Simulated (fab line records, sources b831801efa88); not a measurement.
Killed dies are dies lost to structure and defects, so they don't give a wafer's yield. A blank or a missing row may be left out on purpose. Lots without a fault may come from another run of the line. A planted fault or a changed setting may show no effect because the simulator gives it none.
Chamber matching | flow gf180mcu | GF_CONTACT_CMP_04 on cmp-02: 4 sister chambers
The step polishes SiO2. 4 wafers are shown with their chamber, then 7 later ones without.

WAFERS WITH THEIR CHAMBER
wafer  | chamber | motor_current_A (A)
L077.1 | 0       | 10.6
L077.2 | 1       | 9.9
L086.1 | 2       | 9.5
L086.2 | 3       | 12.6

WAFERS WITHOUT THEIR CHAMBER
wafer  | motor_current_A (A)
L086.3 | 10.4
L087.2 | 10.5
L087.3 | 10.8
L087.4 | 9.1
L090.1 | 9.7
L090.3 | 9.1
L090.4 | 10.4

WHICH CHAMBER EACH WENT THROUGH
wafer  | from the rows above     | in truth
L086.3 | can't be placed: 0 or 1 | 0
L087.2 | can't be placed: 0 or 1 | 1
L087.3 | 0                       | 0
L087.4 | can't be placed: 2 or 1 | 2
L090.1 | can't be placed: 2 or 1 | 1
L090.3 | can't be placed: 2 or 1 | 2
L090.4 | can't be placed: 0 or 1 | 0
Placed correctly: 1 of 7. Can't be placed from these rows: 6 (the true chamber is among the candidates in 6). Placed wrongly: 0.
How it was worked out, from the rows above alone: a wafer's distance from a chamber is the root of the sum, over the readings, of the square of ((its reading less the chamber's mean) divided by the reading's scatter). The wafer belongs to the nearest chamber; if the next one is less than 2 further off, it can't be placed. A chamber's mean is the mean of its shown wafers. The scatter: with one shown wafer a chamber, the root of the mean of the squares of how far each hidden wafer lies from its nearest shown one.
